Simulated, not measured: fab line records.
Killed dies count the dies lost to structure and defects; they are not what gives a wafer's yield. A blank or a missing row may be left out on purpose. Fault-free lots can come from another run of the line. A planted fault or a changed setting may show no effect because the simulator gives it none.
What tool caused it? :: flow sky130 :: 15 lots, 45 wafers sampled, at 2 steps of a route of 708

WHAT THE GAUGES READ, wafer by wafer
SKY_METAL3_OVL_MEAS_14. Usual: for METAL3_OVL the level is 5 nm and the standard deviation is 5.6.
lot: L678
measured: day 38 01:24
on: overlay-02
METAL3_OVL (nm): 7 7 6
flag: 

lot: L679
measured: day 38 05:04
on: overlay-02
METAL3_OVL (nm): 16 17 14
flag: 

lot: L680
measured: day 39 05:07
on: overlay-01
METAL3_OVL (nm): 1 10 7
flag: 

lot: L681
measured: day 39 17:55
on: overlay-01
METAL3_OVL (nm): 9 3 7
flag: 

lot: L683
measured: day 41 02:04
on: overlay-02
METAL3_OVL (nm): 3 4 1
flag: 

lot: L687
measured: day 41 18:09
on: overlay-01
METAL3_OVL (nm): 18 10 12
flag: 

lot: L688
measured: day 41 18:22
on: overlay-02
METAL3_OVL (nm): -1 -1 3
flag: 

lot: L689
measured: day 41 19:19
on: overlay-02
METAL3_OVL (nm): 5 3 -1
flag: 

lot: L690
measured: day 42 21:22
on: overlay-01
METAL3_OVL (nm): 3 -1 1
flag: 

lot: L694
measured: day 43 15:12
on: overlay-01
METAL3_OVL (nm): -3 -1 7
flag: 

lot: L693
measured: day 43 15:58
on: overlay-02
METAL3_OVL (nm): 2 2 7
flag: 

lot: L695
measured: day 44 05:36
on: overlay-01
METAL3_OVL (nm): 0 -4 1
flag: 

lot: L700
measured: day 44 17:34
on: overlay-02
METAL3_OVL (nm): 0 4 3
flag: 

lot: L699
measured: day 44 21:58
on: overlay-02
METAL3_OVL (nm): 12 7 10
flag: 

lot: L701
measured: day 45 03:10
on: overlay-01
METAL3_OVL (nm): 9 18 22
flag: 

SKY_VIA3_THK_MEAS_01. Usual: for VIA3_HDPCVD_THK the level is 1637 nm and the standard deviation is 17.
lot: L678
measured: day 38 02:34
on: film metro-02
VIA3_HDPCVD_THK (nm): 1637 1631 1617
flag: 

lot: L679
measured: day 38 06:11
on: film metro-01
VIA3_HDPCVD_THK (nm): 1635 1646 1648
flag: 

lot: L680
measured: day 39 06:23
on: film metro-01
VIA3_HDPCVD_THK (nm): 1658 1629 1665
flag: 

lot: L681
measured: day 39 19:14
on: film metro-03
VIA3_HDPCVD_THK (nm): 1631 1644 1648
flag: 

lot: L683
measured: day 41 03:17
on: film metro-03
VIA3_HDPCVD_THK (nm): 1622 1629 1647
flag: 

lot: L687
measured: day 41 19:17
on: film metro-01
VIA3_HDPCVD_THK (nm): 1632 1631 1663
flag: 

lot: L688
measured: day 41 19:29
on: film metro-03
VIA3_HDPCVD_THK (nm): 1627 1628 1621
flag: 

lot: L689
measured: day 41 20:30
on: film metro-01
VIA3_HDPCVD_THK (nm): 1652 1627 1643
flag: 

lot: L690
measured: day 42 22:33
on: film metro-03
VIA3_HDPCVD_THK (nm): 1630 1620 1616
flag: 

lot: L694
measured: day 43 16:22
on: film metro-02
VIA3_HDPCVD_THK (nm): 1664 1647 1652
flag: 

lot: L693
measured: day 43 17:13
on: film metro-03
VIA3_HDPCVD_THK (nm): 1661 1648 1619
flag: 

lot: L695
measured: day 44 07:18
on: film metro-01
VIA3_HDPCVD_THK (nm): 1644 1659 1643
flag: 

lot: L700
measured: day 44 18:59
on: film metro-03
VIA3_HDPCVD_THK (nm): 1640 1637 1634
flag: 

lot: L699
measured: day 44 23:18
on: film metro-01
VIA3_HDPCVD_THK (nm): 1626 1617 1632
flag: 

lot: L701
measured: day 45 04:48
on: film metro-03
VIA3_HDPCVD_THK (nm): 1616 1615 1621
flag: 

EACH LOT AND THE TOOL THAT RAN IT (in order: tool; ch and the chambers of the sampled wafers; start)
Before these readings, the record contains no process step.

AS READ BY THE TOOLS THEMSELVES (means over the sampled wafers that have a number; for cases with no such wafer, the mark the record gives instead)
The record holds no such reading with a usual standard deviation.

THE ANSWER, worked out from the rows above alone
Rule: take the mean of a lot's wafers that have a number; if it is more than 3 standard deviations from the usual mean, the lot is off. Also off: a lot with no number at a reading for which 4 or more lots have one. The other lots that the step has rows for count as sound. After the gauges, taken in route order, come the tools' own readings; for these a lot's mean is taken, as printed above. At the first step where some lot is off, the reading lying furthest off is the one used; lots without a number count as furthest.
None of the lots is off at any reading shown; this tells nothing.

WHAT THE SIMULATOR HAD PUT IN
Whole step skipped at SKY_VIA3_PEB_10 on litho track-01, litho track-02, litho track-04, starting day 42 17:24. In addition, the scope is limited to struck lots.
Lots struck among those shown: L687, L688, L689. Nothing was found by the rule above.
